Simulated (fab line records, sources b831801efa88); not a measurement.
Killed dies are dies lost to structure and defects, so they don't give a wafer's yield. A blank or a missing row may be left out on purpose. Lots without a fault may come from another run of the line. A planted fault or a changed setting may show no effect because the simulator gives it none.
One fault seen from 2 desks | flow gf180mcu | each desk has only its own numbers; what lay behind them comes last

THE METROLOGY DESK
What the gauges read, lot by lot, whatever tool the lot ran on: means of the sampled wafers that have a number. A lot is out of limits, marked OUT, if its mean lies more than 4 standard deviations from the usual mean; the brackets give that distance. Of its 9 readings 7 are shown: those that lie furthest out on some lot.
Columns: A = DUAL_GATE_OXIDATION_00_THK at GF_DUAL_GATE_THK_MEAS_03, usual 10.89 nm; B = DUAL_GATE_OVL at GF_DUAL_GATE_OVL_MEAS_11, usual 0.1 nm; C = POLY_GATE_CVD_00_THK at GF_POLY_GATE_THK_MEAS_01, usual 199.6 nm; D = cd_nm at GF_POLY_GATE_CD_MEAS_10, usual 279.7 nm; E = cd_nm at GF_POLY_GATE_CD_MEAS_18, usual 279.4 nm; F = cd_nm at GF_HV_LDD_CD_MEAS_07, usual 399.6 nm; G = HV_LDD_OVL at GF_HV_LDD_OVL_MEAS_08, usual 0.0 nm
lot  | first seen here | A     | B    | C     | D     | E     | F     | G
L512 | day 8 09:52     | 11.01 | -0.0 | 199.4 | 280.4 | 280.1 | 397.3 | -1.7
L519 | day 10 13:06    | 10.82 | -1.5 | 195.7 | 280.6 | 281.2 | 403.5 | -0.4
L527 | day 12 20:56    | 10.58 | 0.4  | 201.2 | 279.3 | 279.1 | 399.6 | -1.1
L529 | day 13 14:16    | 10.94 | 0.3  | 196.8 | 277.6 | 278.4 | 398.0 | 0.4
L530 | day 13 16:07    | 10.87 | 0.7  | 200.1 | 281.5 | 281.3 | 402.4 | -0.7
L533 | day 14 11:31    | 10.91 | 1.4  | 201.8 | 281.0 | 282.0 | 403.3 | 0.5
This desk's finding: nothing out of limits on any of the 6 lots.

THE TOOL OWNER'S DESK: furnace-01
The tool's own readings at GF_DUAL_GATE_OXIDATION_15 (stabilise 600 s, purge 300 s, target thk 7.098 nm): means of the sampled wafers that have a number, for each lot that ran on this tool. A lot is out of limits, marked OUT, if its mean lies more than 4 standard deviations from the usual mean; the brackets give that distance.
Columns: A = tube_center_temp_C at GF_DUAL_GATE_OXIDATION_15, usual 849.99 C
lot  | first seen here | A
L512 | day 9 05:55     | 850.04
L519 | day 11 09:32    | 849.96
L527 | day 13 17:34    | 849.92
This desk's finding: nothing out of limits on any of the 3 lots.

PUT TOGETHER
The metrology desk saw nothing out of limits.
The tool owner's desk saw nothing out of limits.

WHAT THE SIMULATOR HAD PUT IN
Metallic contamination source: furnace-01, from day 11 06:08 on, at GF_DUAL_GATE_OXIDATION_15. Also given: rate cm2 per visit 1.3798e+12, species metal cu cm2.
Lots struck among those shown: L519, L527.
